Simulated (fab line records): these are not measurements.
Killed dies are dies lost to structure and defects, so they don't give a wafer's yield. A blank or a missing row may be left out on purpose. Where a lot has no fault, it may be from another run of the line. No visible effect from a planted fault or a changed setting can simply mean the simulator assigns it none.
fab line records + flow gf180mcu
record
- lots=12
- wafers=32
- last-day=33
route steps=602 shown M3@414 V4@478
lots untouched by any fault: they come from a run of this same line in which no faults occurred
start-h: start of the lot's first displayed wafer, in hours after the record's first day + wait-h: hours since the lot's step before + " same as the row above + L1.1+2: several wafers, shown together as one row + - either no value or no given start + * or withheld: withheld + < > ~ a bound
route shown NAME@n: names a module that has steps shown in the file, with the first one's number in the route + usual: the fault-free wafers' mean and standard deviation + same: alike in all rows + chamber/n: place in a boat + sites: each site's reading + _std_site: how widely they spread, as a standard deviation + _edge_site: inner sites' mean taken away from outer sites' mean + radius-mm: how far each site lies from the wafer's centre + mask NAME#n: copy n + behind: tool/chamber where the wafer was last shaped + hold: cause of the lot's hold/its duration in hours/its outcome + device: transistor that didn't switch, given as n, p or np + end of line: tests of these same wafers at the route's end + step lacking rows: just its recipe + killed: at the first sort, the dies lost to defects and structure; wafer yield is something else + map: a wafer's dies, marking killed ones x, the rest . and places with no die _
set.NAME: setting as actually run; set.NAME@STEP: the setting as run at that earlier step + model.NAME: the simulator's own value behind a step, which no gauge read
one table for each step of the route and one row for each wafer, over a sample of lots
services: a tool's chamber out of use, with start hour (start-h, from the record's first day; less than 0 if before it), hours out, and reason
## steps
# step GF_M3_RS_MEAS_05
# recipe
- thk-meas-gauge=four-point-probe
- reads=TiN_of_M3_SPUTTER_04+Ti_of_M3_SPUTTER_03+AlCu_of_M3_SPUTTER_02+TiN_of_M3_SPUTTER_01+Ti_of_M3_SPUTTER_00
# usual
- M3_ALCU_RS=0.0694/0.00099
| lot.wafer | tool          | chamber | start-h | wait-h | M3_ALCU_RS[ohm/sq] |
|-----------|---------------|---------|---------|--------|--------------------|
| L183.4    | film-metro-03 | -       | 457.66  | 0.1    | 0.0688             |
| L183.5    | "             | -       | "       | "      | 0.0695             |
| L183.6    | "             | -       | "       | "      | 0.0693             |
| L184.1    | film-metro-02 | -       | 465.83  | 0.0    | 0.0696             |
| L184.2    | "             | -       | "       | "      | 0.0694             |
| L184.4    | "             | -       | "       | "      | 0.0695             |
| L185.2    | film-metro-02 | -       | 475.88  | 0.0    | 0.0699             |
| L185.3    | "             | -       | "       | "      | 0.0704             |
| L185.6    | "             | -       | "       | "      | 0.0711             |
| L186.1    | film-metro-03 | -       | 487.79  | 0.0    | 0.0696             |
| L186.3    | "             | -       | "       | "      | 0.0702             |
| L186.5    | "             | -       | "       | "      | 0.0701             |
| L187.5    | film-metro-04 | -       | 492.19  | 0.1    | 0.0693             |
| L187.6    | "             | -       | "       | "      | 0.0700             |
| L188.2    | film-metro-02 | -       | 502.06  | 0.0    | 0.0686             |
| L188.3    | "             | -       | "       | "      | 0.0696             |
| L188.4    | "             | -       | "       | "      | 0.0691             |
| L189.1    | film-metro-03 | -       | 513.71  | 0.0    | 0.0689             |
| L189.3    | "             | -       | "       | "      | 0.0691             |
| L189.6    | "             | -       | "       | "      | 0.0694             |
| L190.1    | film-metro-03 | -       | 537.65  | 0.0    | 0.0707             |
| L190.2    | "             | -       | "       | "      | 0.0693             |
| L190.5    | "             | -       | "       | "      | 0.0699             |
| L191.1    | film-metro-03 | -       | 539.83  | 0.0    | 0.0685             |
| L191.4    | "             | -       | "       | "      | 0.0688             |
| L191.5    | "             | -       | "       | "      | 0.0696             |
| L197.2    | film-metro-02 | -       | 595.92  | 0.0    | 0.0712             |
| L197.6    | "             | -       | "       | "      | 0.0700             |
| L199.2    | film-metro-04 | -       | 599.22  | 0.0    | 0.0679             |
| L199.5    | "             | -       | "       | "      | 0.0688             |
| L201.2    | film-metro-02 | -       | 620.03  | 0.0    | 0.0682             |
| L201.5    | "             | -       | "       | "      | 0.0685             |
# step GF_V4_CVD_02
# recipe
- material=SiO2
- target-thk-nm=850
- precursor=TEOS
- temp-c=400
- time-s=94.851
- rf-w=600
# usual
- heater-power-w=705/99
| lot.wafer | tool     | chamber | start-h | wait-h | heater-power-w |
|-----------|----------|---------|---------|--------|----------------|
| L183.4    | pecvd-01 | 1       | 532.61  | 0.1    | 591            |
| L183.5    | "        | 0       | "       | "      | 721            |
| L183.6    | "        | 2       | "       | "      | 832            |
| L184.1    | pecvd-04 | 2       | 541.07  | 0.1    | 700            |
| L184.2    | "        | 0       | "       | "      | 711            |
| L184.4    | "        | 0       | "       | "      | 542            |
| L185.2    | pecvd-03 | 1       | 549.24  | 0.0    | 720            |
| L185.3    | "        | 0       | "       | "      | 777            |
| L185.6    | "        | 2       | "       | "      | 929            |
| L186.1    | pecvd-01 | 0       | 559.84  | 0.1    | 691            |
| L186.3    | "        | 1       | "       | "      | 667            |
| L186.5    | "        | 0       | "       | "      | 575            |
| L187.5    | pecvd-04 | 0       | 562.55  | 0.0    | 556            |
| L187.6    | "        | 2       | "       | "      | 902            |
| L188.2    | pecvd-04 | 0       | 574.06  | 0.0    | 628            |
| L188.3    | "        | 1       | "       | "      | 557            |
| L188.4    | "        | 1       | "       | "      | 629            |
| L189.1    | pecvd-03 | 0       | 585.52  | 0.1    | 768            |
| L189.3    | "        | 1       | "       | "      | 737            |
| L189.6    | "        | 1       | "       | "      | 592            |
| L190.1    | pecvd-04 | 0       | 606.51  | 0.1    | 559            |
| L190.2    | "        | 2       | "       | "      | 884            |
| L190.5    | "        | 0       | "       | "      | 633            |
| L191.1    | pecvd-01 | 0       | 608.51  | 0.1    | 651            |
| L191.4    | "        | 0       | "       | "      | 690            |
| L191.5    | "        | 2       | "       | "      | 631            |
| L197.2    | pecvd-04 | 0       | 661.26  | 0.0    | 630            |
| L197.6    | "        | 1       | "       | "      | 608            |
| L199.2    | pecvd-04 | 0       | 664.61  | 0.0    | 665            |
| L199.5    | "        | 2       | "       | "      | 868            |
| L201.2    | pecvd-04 | 2       | 683.76  | 0.0    | 774            |
| L201.5    | "        | 2       | "       | "      | 832            |
# step GF_V4_THK_MEAS_03
# recipe
- reads=SiO2_of_V4_CVD_02
# usual
- V4_CVD_02_THK=847/12
| lot.wafer | tool          | chamber | start-h | wait-h | V4_CVD_02_THK[nm] |
|-----------|---------------|---------|---------|--------|-------------------|
| L183.4    | film-metro-03 | -       | 532.67  | 0.0    | 844               |
| L183.5    | "             | -       | "       | "      | 852               |
| L183.6    | "             | -       | "       | "      | 858               |
| L184.1    | film-metro-04 | -       | 541.14  | 0.0    | 837               |
| L184.2    | "             | -       | "       | "      | 846               |
| L184.4    | "             | -       | "       | "      | 843               |
| L185.2    | film-metro-01 | -       | 549.32  | 0.0    | 868               |
| L185.3    | "             | -       | "       | "      | 849               |
| L185.6    | "             | -       | "       | "      | 846               |
| L186.1    | film-metro-01 | -       | 559.91  | 0.0    | 835               |
| L186.3    | "             | -       | "       | "      | 831               |
| L186.5    | "             | -       | "       | "      | 847               |
| L187.5    | film-metro-03 | -       | 562.62  | 0.0    | 843               |
| L187.6    | "             | -       | "       | "      | 850               |
| L188.2    | film-metro-03 | -       | 574.14  | 0.0    | 859               |
| L188.3    | "             | -       | "       | "      | 852               |
| L188.4    | "             | -       | "       | "      | 874               |
| L189.1    | film-metro-01 | -       | 585.59  | 0.0    | 846               |
| L189.3    | "             | -       | "       | "      | 852               |
| L189.6    | "             | -       | "       | "      | 855               |
| L190.1    | film-metro-04 | -       | 606.58  | 0.0    | 834               |
| L190.2    | "             | -       | "       | "      | 838               |
| L190.5    | "             | -       | "       | "      | 844               |
| L191.1    | film-metro-03 | -       | 608.58  | 0.0    | 836               |
| L191.4    | "             | -       | "       | "      | 854               |
| L191.5    | "             | -       | "       | "      | 859               |
| L197.2    | film-metro-04 | -       | 661.34  | 0.0    | 866               |
| L197.6    | "             | -       | "       | "      | 774               |
| L199.2    | film-metro-04 | -       | 664.69  | 0.0    | 843               |
| L199.5    | "             | -       | "       | "      | 769               |
| L201.2    | film-metro-04 | -       | 683.84  | 0.0    | 834               |
| L201.5    | "             | -       | "       | "      | 758               |
# step GF_V4_CMP_04
# recipe
- material=SiO2
- down-force-psi=4
- platen-rpm=60
- pad-velocity-m-s=0.94248
# usual
- motor-current-A=13.0/1.2
- time-to-endpoint-s=80/6.7
| lot.wafer | tool   | chamber | start-h | wait-h | motor-current-A | time-to-endpoint-s |
|-----------|--------|---------|---------|--------|-----------------|--------------------|
| L183.4    | cmp-02 | 0       | 532.75  | 0.1    | 14.7            | 82                 |
| L183.6    | "      | 3       | "       | "      | 14.1            | 74                 |
| L183.5    | "      | 0       | "       | "      | 14.2            | 85                 |
| L184.4    | cmp-01 | 1       | 541.20  | 0.0    | 14.2            | 77                 |
| L184.1    | "      | 3       | "       | "      | 11.9            | 78                 |
| L184.2    | "      | 0       | "       | "      | 12.0            | 77                 |
| L185.2    | cmp-01 | 2       | 549.42  | 0.1    | 12.7            | 86                 |
| L185.3    | "      | 0       | "       | "      | 11.2            | 80                 |
| L185.6    | "      | 2       | "       | "      | 13.3            | 79                 |
| L186.1    | cmp-01 | 2       | 559.97  | 0.1    | 13.0            | 81                 |
| L186.3    | "      | 3       | "       | "      | 11.3            | 76                 |
| L186.5    | "      | 3       | "       | "      | 11.4            | 85                 |
| L187.6    | cmp-02 | 0       | 562.85  | 0.2    | 13.9            | 88                 |
| L187.5    | "      | 1       | "       | "      | 12.2            | 74                 |
| L188.4    | cmp-02 | 2       | 574.19  | 0.0    | 12.0            | 87                 |
| L188.3    | "      | 3       | "       | "      | 14.4            | 76                 |
| L188.2    | "      | 0       | "       | "      | 14.6            | 90                 |
| L189.1    | cmp-02 | 2       | 585.75  | 0.1    | 12.0            | 82                 |
| L189.3    | "      | 3       | "       | "      | 13.9            | 74                 |
| L189.6    | "      | 0       | "       | "      | 13.9            | 88                 |
| L190.2    | cmp-02 | 2       | 606.64  | 0.0    | 11.4            | 75                 |
| L190.1    | "      | 0       | "       | "      | 14.5            | 81                 |
| L190.5    | "      | 3       | "       | "      | 14.0            | 76                 |
| L191.4    | cmp-01 | 1       | 608.74  | 0.1    | 14.2            | 81                 |
| L191.1    | "      | 2       | "       | "      | 13.7            | 77                 |
| L191.5    | "      | 3       | "       | "      | 11.4            | 93                 |
| L197.2    | cmp-02 | 2       | 661.54  | 0.2    | 11.8            | 91                 |
| L197.6    | "      | 3       | "       | "      | 13.5            | 48                 |
| L199.2    | cmp-02 | 2       | 664.79  | 0.1    | 12.7            | 74                 |
| L199.5    | "      | 2       | "       | "      | 11.7            | 48                 |
| L201.2    | cmp-02 | 2       | 683.94  | 0.1    | 12.1            | 74                 |
| L201.5    | "      | 1       | "       | "      | 12.6            | 44                 |
# step GF_V4_CD_MEAS_14
# recipe
- target-cd-nm=260
# usual
- cd-nm=260.3/1.2
| lot.wafer | tool      | chamber | start-h | wait-h | cd-nm |
|-----------|-----------|---------|---------|--------|-------|
| L183.4    | cd-sem-02 | -       | 555.48  | 0.1    | 260.8 |
| L183.5    | "         | -       | "       | "      | 260.8 |
| L183.6    | "         | -       | "       | "      | 260.8 |
| L184.1    | cd-sem-02 | -       | 563.38  | 0.1    | 261.4 |
| L184.2    | "         | -       | "       | "      | 260.0 |
| L184.4    | "         | -       | "       | "      | 260.9 |
| L185.2    | cd-sem-01 | -       | 571.64  | 0.1    | 261.6 |
| L185.3    | "         | -       | "       | "      | 261.2 |
| L185.6    | "         | -       | "       | "      | 261.9 |
| L186.1    | cd-sem-02 | -       | 582.71  | 0.1    | 261.1 |
| L186.3    | "         | -       | "       | "      | 260.0 |
| L186.5    | "         | -       | "       | "      | 260.2 |
| L187.5    | cd-sem-02 | -       | 585.30  | 0.1    | 259.5 |
| L187.6    | "         | -       | "       | "      | 260.0 |
| L188.2    | cd-sem-01 | -       | 596.04  | 0.1    | 259.4 |
| L188.3    | "         | -       | "       | "      | 259.5 |
| L188.4    | "         | -       | "       | "      | 260.2 |
| L189.1    | cd-sem-01 | -       | 607.01  | 0.1    | 261.1 |
| L189.3    | "         | -       | "       | "      | 262.4 |
| L189.6    | "         | -       | "       | "      | 262.3 |
| L190.1    | cd-sem-01 | -       | 628.07  | 0.1    | 261.2 |
| L190.2    | "         | -       | "       | "      | 259.6 |
| L190.5    | "         | -       | "       | "      | 260.9 |
| L191.1    | cd-sem-02 | -       | 629.97  | 0.1    | 258.7 |
| L191.4    | "         | -       | "       | "      | 258.6 |
| L191.5    | "         | -       | "       | "      | 259.0 |
| L197.2    | cd-sem-01 | -       | 680.90  | 0.1    | 260.0 |
| L197.6    | "         | -       | "       | "      | 261.0 |
| L199.2    | cd-sem-02 | -       | 683.54  | 0.1    | 260.0 |
| L199.5    | "         | -       | "       | "      | 259.5 |
| L201.2    | cd-sem-01 | -       | 702.23  | 0.1    | 259.7 |
| L201.5    | "         | -       | "       | "      | 260.4 |
# step GF_V4_THK_MEAS_25
# recipe
- thk-meas-gauge=xrf
- reads=W_of_V4_CVD_23
# usual
- V4_W_THK=351/4.9
| lot.wafer | tool          | chamber | start-h | wait-h | V4_W_THK[nm] |
|-----------|---------------|---------|---------|--------|--------------|
| L183.4    | film-metro-01 | -       | 556.60  | 0.1    | 353          |
| L183.5    | "             | -       | "       | "      | 349          |
| L183.6    | "             | -       | "       | "      | 353          |
| L184.1    | film-metro-04 | -       | 564.53  | 0.1    | 341          |
| L184.2    | "             | -       | "       | "      | 341          |
| L184.4    | "             | -       | "       | "      | 344          |
| L185.2    | film-metro-04 | -       | 572.78  | 0.1    | 345          |
| L185.3    | "             | -       | "       | "      | 346          |
| L185.6    | "             | -       | "       | "      | 341          |
| L186.1    | film-metro-03 | -       | 583.86  | 0.1    | 348          |
| L186.3    | "             | -       | "       | "      | 349          |
| L186.5    | "             | -       | "       | "      | 352          |
| L187.5    | film-metro-03 | -       | 586.41  | 0.1    | 351          |
| L187.6    | "             | -       | "       | "      | 349          |
| L188.2    | film-metro-03 | -       | 597.19  | 0.1    | 351          |
| L188.3    | "             | -       | "       | "      | 351          |
| L188.4    | "             | -       | "       | "      | 350          |
| L189.1    | film-metro-03 | -       | 608.16  | 0.1    | 346          |
| L189.3    | "             | -       | "       | "      | 346          |
| L189.6    | "             | -       | "       | "      | 348          |
| L190.1    | film-metro-03 | -       | 629.23  | 0.1    | 351          |
| L190.2    | "             | -       | "       | "      | 355          |
| L190.5    | "             | -       | "       | "      | 354          |
| L191.1    | film-metro-01 | -       | 631.14  | 0.1    | 365          |
| L191.4    | "             | -       | "       | "      | 363          |
| L191.5    | "             | -       | "       | "      | 357          |
| L197.2    | film-metro-01 | -       | 682.15  | 0.1    | 356          |
| L197.6    | "             | -       | "       | "      | 362          |
| L199.2    | film-metro-04 | -       | 684.69  | 0.1    | 357          |
| L199.5    | "             | -       | "       | "      | 349          |
| L201.2    | film-metro-03 | -       | 703.40  | 0.1    | 350          |
| L201.5    | "             | -       | "       | "      | 347          |
## services
| tool     | chamber | start-h | hours | kind                           |
|----------|---------|---------|-------|--------------------------------|
| pecvd-03 | 1       | 509.64  | 18.4  | repair                         |
| pecvd-03 | 2       | 534.54  | 8.6   | repair                         |
| cmp-02   | -       | 554.23  | 3.8   | repair                         |
| pecvd-01 | -       | 562.65  | 0.7   | repair                         |
| cmp-01   | -       | 572.00  | 4.0   | pm                             |
| cmp-01   | -       | 576.00  | -     | consumable-replace:conditioner |
| cmp-01   | -       | 576.00  | -     | consumable-replace:pad         |
| cmp-01   | -       | 581.49  | 4.2   | pm                             |
| pecvd-03 | -       | 591.12  | 14.0  | pm                             |
| pecvd-03 | 0       | 591.12  | 14.0  | vent-cycle                     |
| pecvd-03 | 1       | 591.12  | 14.0  | vent-cycle                     |
| pecvd-03 | 2       | 591.12  | 14.0  | vent-cycle                     |
| cmp-02   | -       | 591.20  | 4.0   | pm                             |
| pecvd-03 | 0       | 605.12  | -     | clean                          |
| pecvd-03 | 1       | 605.12  | -     | clean                          |
| pecvd-03 | 2       | 605.12  | -     | clean                          |
| pecvd-03 | 2       | 635.09  | 6.4   | repair                         |
| pecvd-01 | 1       | 655.66  | 15.9  | repair                         |
| pecvd-04 | -       | 656.73  | 0.3   | repair                         |
| pecvd-03 | -       | 668.91  | 1.7   | repair                         |
| pecvd-04 | -       | 671.24  | 2.8   | pm                             |
| pecvd-01 | -       | 676.55  | 1.0   | repair                         |
| cmp-01   | -       | 678.18  | 0.7   | repair                         |
## key
first-sign
- step=GF_V4_THK_MEAS_03
- reading=V4_CVD_02_THK
- direction=down
- sigmas=6.8
- usual=847
- struck=767
effect
- step=GF_V4_CMP_04
- reading=time-to-endpoint-s
- direction=down
- sigmas=4.9
- usual=*
- struck=*
met-at GF_V4_CVD_02
struck-lots L197,L199,L201
struck-wafers L197.6,L199.5,L201.5
not-acting-at GF_M3_RS_MEAS_05,GF_V4_CD_MEAS_14,GF_V4_THK_MEAS_25
onset-between 606.51 661.26
fault
- kind=process-parameter-drift
- tool=pecvd-04
- chamber=-
- onset-h=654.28
- steps=GF_V4_CVD_02
- channel=target-thk-nm
- offset=-91.413
- shape=step
- end-h=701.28
- scope=struck-wafers-only
- acts-in=these-recipes-only
- stated=850
